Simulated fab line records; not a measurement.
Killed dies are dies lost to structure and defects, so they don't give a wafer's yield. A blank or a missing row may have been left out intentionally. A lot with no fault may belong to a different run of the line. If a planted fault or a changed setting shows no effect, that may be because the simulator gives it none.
Which tool did it? + flow gf180mcu + 72 wafers from 24 lots sampled at 4 of the route's 602 steps

== WHAT EACH GAUGE READ, for each wafer ==
GF_V3_RS_MEAS_24: uses a four-point probe to measure. Usual: V3_W_RS 0.323 ohm/sq, standard deviation 0.0046.
| lot  | measured     | on           | V3_W_RS (ohm/sq)  | flag |
|------|--------------|--------------|-------------------|------|
| L074 | day 22 06:55 | filmMetro-02 | 0.327 0.327 0.330 |      |
| L075 | day 22 20:21 | filmMetro-02 | 0.327 0.319 0.327 |      |
| L076 | day 22 22:40 | filmMetro-01 | 0.326 0.320 0.324 |      |
| L077 | day 23 15:08 | filmMetro-02 | 0.324 0.319 0.317 |      |
| L078 | day 24 03:46 | filmMetro-02 | 0.325 0.325 0.318 |      |
| L079 | day 24 04:42 | filmMetro-01 | 0.323 0.325 0.329 |      |
| L080 | day 24 23:44 | filmMetro-03 | 0.316 0.319 0.318 |      |
| L081 | day 24 23:57 | filmMetro-03 | 0.323 0.325 0.330 |      |
| L082 | day 25 06:44 | filmMetro-03 | 0.325 0.321 0.323 |      |
| L083 | day 25 16:41 | filmMetro-03 | 0.321 0.322 0.324 |      |
| L084 | day 26 03:28 | filmMetro-03 | 0.329 0.328 0.326 |      |
| L085 | day 26 07:14 | filmMetro-02 | 0.321 0.314 0.317 |      |
| L086 | day 26 16:53 | filmMetro-02 | 0.330 0.331 0.327 |      |
| L087 | day 26 20:35 | filmMetro-02 | 0.320 0.320 0.318 |      |
| L088 | day 27 07:35 | filmMetro-01 | 0.321 0.331 0.332 |      |
| L089 | day 27 18:04 | filmMetro-03 | 0.317 0.329 0.320 |      |
| L090 | day 28 04:39 | filmMetro-02 | 0.316 0.319 0.314 |      |
| L091 | day 28 05:30 | filmMetro-01 | 0.335 0.332 0.331 |      |
| L092 | day 28 09:34 | filmMetro-01 | 0.321 0.321 0.332 |      |
| L093 | day 28 20:44 | filmMetro-01 | 0.323 0.326 0.330 |      |
| L094 | day 29 03:05 | filmMetro-03 | 0.321 0.322 0.320 |      |
| L095 | day 29 05:35 | filmMetro-01 | 0.321 0.321 0.322 |      |
| L096 | day 29 11:36 | filmMetro-01 | 0.337 0.325 0.331 |      |
| L097 | day 29 20:38 | filmMetro-03 | 0.321 0.320 0.324 |      |

GF_V4_BOW_MEAS_05. Usual: V4_BOW 135 um, standard deviation 9.
| lot  | measured     | on           | V4_BOW (um) | flag |
|------|--------------|--------------|-------------|------|
| L074 | day 23 07:55 | filmMetro-01 | 135 126 129 |      |
| L075 | day 23 20:47 | filmMetro-02 | 129 124 125 |      |
| L076 | day 23 23:40 | filmMetro-02 | 134 127 117 |      |
| L077 | day 24 15:43 | filmMetro-02 | 119 129 140 |      |
| L078 | day 25 03:26 | filmMetro-02 | 137 135 131 |      |
| L079 | day 25 05:01 | filmMetro-02 | 128 113 129 |      |
| L080 | day 25 22:41 | filmMetro-01 | 143 151 138 |      |
| L081 | day 25 22:58 | filmMetro-02 | 136 133 124 |      |
| L082 | day 26 06:08 | filmMetro-02 | 134 126 133 |      |
| L083 | day 26 16:28 | filmMetro-02 | 138 114 120 |      |
| L084 | day 27 01:37 | filmMetro-01 | 137 125 121 |      |
| L085 | day 27 05:50 | filmMetro-02 | 140 142 137 |      |
| L086 | day 27 15:23 | filmMetro-04 | 139 146 130 |      |
| L087 | day 27 19:05 | filmMetro-04 | 138 133 140 |      |
| L088 | day 28 05:35 | filmMetro-04 | 123 123 129 |      |
| L089 | day 28 15:37 | filmMetro-01 | 141 152 138 |      |
| L090 | day 29 01:55 | filmMetro-01 | 132 145 142 |      |
| L091 | day 29 02:28 | filmMetro-04 | 138 140 137 |      |
| L092 | day 29 07:08 | filmMetro-01 | 143 156 147 |      |
| L093 | day 29 17:38 | filmMetro-01 | 135 142 139 |      |
| L094 | day 29 22:50 | filmMetro-02 | 127 132 139 |      |
| L095 | day 30 02:56 | filmMetro-04 | 155 141 132 |      |
| L096 | day 30 08:01 | filmMetro-04 | 146 150 143 |      |
| L097 | day 30 16:53 | filmMetro-01 | 149 137 156 |      |

== WHAT TOOL EACH LOT RAN ON (gives the tool, then ch and the chambers of the sampled wafers, and finally the start) ==
| lot  | GF_V3_CMP_04                  | GF_V3_ETCH_16                     |
|------|-------------------------------|-----------------------------------|
| L074 | cmp-02 ch 1,2, day 21 06:53   | rieDiel-02 ch 1,2,3, day 22 06:00 |
| L075 | cmp-01 ch 1,2,3, day 21 19:43 | rieDiel-02 ch 1,2, day 22 19:25   |
| L076 | cmp-01 ch 1,2, day 21 21:37   | rieDiel-01 ch 0,1, day 22 21:45   |
| L077 | cmp-01 ch 0,1,2, day 22 14:11 | rieDiel-02 ch 0,1,2, day 23 14:15 |
| L078 | cmp-01 ch 0,1,2, day 23 03:58 | rieDiel-03 ch 0,1,3, day 24 02:53 |
| L079 | cmp-02 ch 0,1,2, day 23 05:05 | rieDiel-02 ch 0,1,2, day 24 03:49 |
| L080 | cmp-02 ch 1,2,3, day 24 00:32 | rieDiel-03 ch 0,2,3, day 24 22:42 |
| L081 | cmp-01 ch 2,3, day 24 00:53   | rieDiel-01 ch 0,2,3, day 24 23:04 |
| L082 | cmp-01 ch 0,2,3, day 24 07:13 | rieDiel-02 ch 0,1,3, day 25 05:51 |
| L083 | cmp-01 ch 0,1,3, day 24 18:23 | rieDiel-03 ch 0,1,3, day 25 15:49 |
| L084 | cmp-02 ch 0,1,3, day 25 05:44 | rieDiel-03 ch 1,2,3, day 26 02:33 |
| L085 | cmp-02 ch 0,2,3, day 25 08:42 | rieDiel-03 ch 1,2,3, day 26 06:19 |
| L086 | cmp-01 ch 0,1,2, day 25 19:17 | rieDiel-02 ch 0,1,2, day 26 15:57 |
| L087 | cmp-01 ch 0,2,3, day 25 21:59 | rieDiel-01 ch 1,2,3, day 26 19:43 |
| L088 | cmp-02 ch 1,2,3, day 26 09:13 | rieDiel-03 ch 1,2, day 27 06:37   |
| L089 | cmp-02 ch 0,1,3, day 26 20:28 | rieDiel-01 ch 0,1, day 27 17:10   |
| L090 | cmp-02 ch 0,2, day 27 07:34   | rieDiel-02 ch 1,3, day 28 03:45   |
| L091 | cmp-02 ch 1,3, day 27 08:48   | rieDiel-03 ch 2,3, day 28 04:34   |
| L092 | cmp-01 ch 0,1,2, day 27 12:44 | rieDiel-03 ch 0,3, day 28 08:40   |
| L093 | cmp-02 ch 1,2,3, day 28 00:34 | rieDiel-03 ch 0,2, day 28 19:52   |
| L094 | cmp-02 ch 0,1,2, day 28 06:29 | rieDiel-02 ch 1,2,3, day 29 02:13 |
| L095 | cmp-02 ch 0,1,3, day 28 09:38 | rieDiel-02 ch 1,2, day 29 04:43   |
| L096 | cmp-01 ch 0,1,2, day 28 15:02 | rieDiel-03 ch 0,2,3, day 29 10:43 |
| L097 | cmp-02 ch 1,2,3, day 28 23:53 | rieDiel-01 ch 0,1, day 29 19:24   |
- GF_V3_CMP_04: polishes SiO2.
- GF_V3_ETCH_16: etches BARC in N2/H2.

== WHAT THE TOOLS THEMSELVES READ (means of the sampled wafers that have a number; where no wafer has one, the mark that the record gives instead) ==
GF_V3_CMP_04. Usual: motorCurrentA 12.2 A, standard deviation 1.6; timeToEndpointS 78 s, standard deviation 6.6.
| lot  | tool   | motorCurrentA (A) | timeToEndpointS (s) | flag |
|------|--------|-------------------|---------------------|------|
| L074 | cmp-02 | 13.1              | 78                  |      |
| L075 | cmp-01 | 11.6              | 78                  |      |
| L076 | cmp-01 | 12.4              | 73                  |      |
| L077 | cmp-01 | 12.5              | 71                  |      |
| L078 | cmp-01 | 12.6              | 75                  |      |
| L079 | cmp-02 | 12.8              | 77                  |      |
| L080 | cmp-02 | 12.4              | 76                  |      |
| L081 | cmp-01 | 10.2              | 80                  |      |
| L082 | cmp-01 | 10.4              | 83                  |      |
| L083 | cmp-01 | 12.0              | 82                  |      |
| L084 | cmp-02 | 12.3              | 74                  |      |
| L085 | cmp-02 | 12.4              | 78                  |      |
| L086 | cmp-01 | 12.7              | 78                  |      |
| L087 | cmp-01 | 10.7              | 67                  |      |
| L088 | cmp-02 | 12.6              | 75                  |      |
| L089 | cmp-02 | 12.7              | 79                  |      |
| L090 | cmp-02 | 12.7              | 75                  |      |
| L091 | cmp-02 | 12.6              | 84                  |      |
| L092 | cmp-01 | 12.9              | 68                  |      |
| L093 | cmp-02 | 12.7              | 80                  |      |
| L094 | cmp-02 | 12.5              | 82                  |      |
| L095 | cmp-02 | 12.3              | 81                  |      |
| L096 | cmp-01 | 12.5              | 78                  |      |
| L097 | cmp-02 | 12.6              | 86                  |      |

GF_V3_ETCH_16. Usual: drypumpMotorCurrentA 5.88 A, standard deviation 0.28; oesProductAu 0.854 a.u., standard deviation 0.0047; rfFwdPowerW 494.1 W, standard deviation 2.2; throttleValvePct 13.225 %, standard deviation 0.0089.
| lot  | tool       | drypumpMotorCurrentA (A) | oesProductAu (a.u.) | rfFwdPowerW (W) | throttleValvePct (%) | flag |
|------|------------|--------------------------|---------------------|-----------------|----------------------|------|
| L074 | rieDiel-02 | 6.01                     | 0.856               | 493.7           | 13.223               |      |
| L075 | rieDiel-02 | 6.17                     | 0.853               | 493.5           | 13.230               |      |
| L076 | rieDiel-01 | 5.81                     | 0.855               | 496.3           | 13.229               |      |
| L077 | rieDiel-02 | 6.11                     | 0.851               | 494.4           | 13.227               |      |
| L078 | rieDiel-03 | 5.64                     | 0.851               | 492.3           | 13.228               |      |
| L079 | rieDiel-02 | 6.12                     | 0.854               | 492.7           | 13.219               |      |
| L080 | rieDiel-03 | 5.89                     | 0.855               | 493.9           | 13.229               |      |
| L081 | rieDiel-01 | 5.68                     | 0.855               | 495.1           | 13.227               |      |
| L082 | rieDiel-02 | 6.17                     | 0.856               | 495.5           | 13.219               |      |
| L083 | rieDiel-03 | 5.67                     | 0.851               | 493.1           | 13.220               |      |
| L084 | rieDiel-03 | 5.77                     | 0.853               | 493.2           | 13.224               |      |
| L085 | rieDiel-03 | 5.80                     | 0.852               | 495.0           | 13.231               |      |
| L086 | rieDiel-02 | 6.13                     | 0.856               | 493.9           | 13.239               |      |
| L087 | rieDiel-01 | 5.80                     | 0.856               | 496.3           | 13.231               |      |
| L088 | rieDiel-03 | 5.78                     | 0.855               | 492.3           | 13.216               |      |
| L089 | rieDiel-01 | 5.72                     | 0.857               | 497.4           | 13.237               |      |
| L090 | rieDiel-02 | 6.18                     | 0.857               | 493.9           | 13.235               |      |
| L091 | rieDiel-03 | 5.98                     | 0.858               | 493.8           | 13.230               |      |
| L092 | rieDiel-03 | 5.86                     | 0.851               | 492.8           | 13.225               |      |
| L093 | rieDiel-03 | 5.77                     | 0.853               | 492.2           | 13.231               |      |
| L094 | rieDiel-02 | 6.00                     | 0.857               | 494.1           | 13.215               |      |
| L095 | rieDiel-02 | 6.16                     | 0.851               | 494.8           | 13.215               |      |
| L096 | rieDiel-03 | 5.87                     | 0.856               | 493.9           | 13.227               |      |
| L097 | rieDiel-01 | 5.70                     | 0.854               | 497.7           | 13.217               |      |

== THE ANSWER, worked out from the rows above alone ==
Rule: a lot counts as off when the mean over its wafers that have a number is more than 3 standard deviations away from the usual mean. Also off: a lot with no number at a reading for which 4 or more lots have one. Any other lot the step has rows for is counted as sound. The gauges are gone through in route order, then the tools' own readings, and for those a lot's mean is taken as printed above. At the first step where some lot is off, the reading lying furthest off is the one used; lots without a number count as furthest.
No lot is off on any of the readings shown, so nothing can be concluded from this.

== WHAT THE SIMULATOR HAD PUT IN ==
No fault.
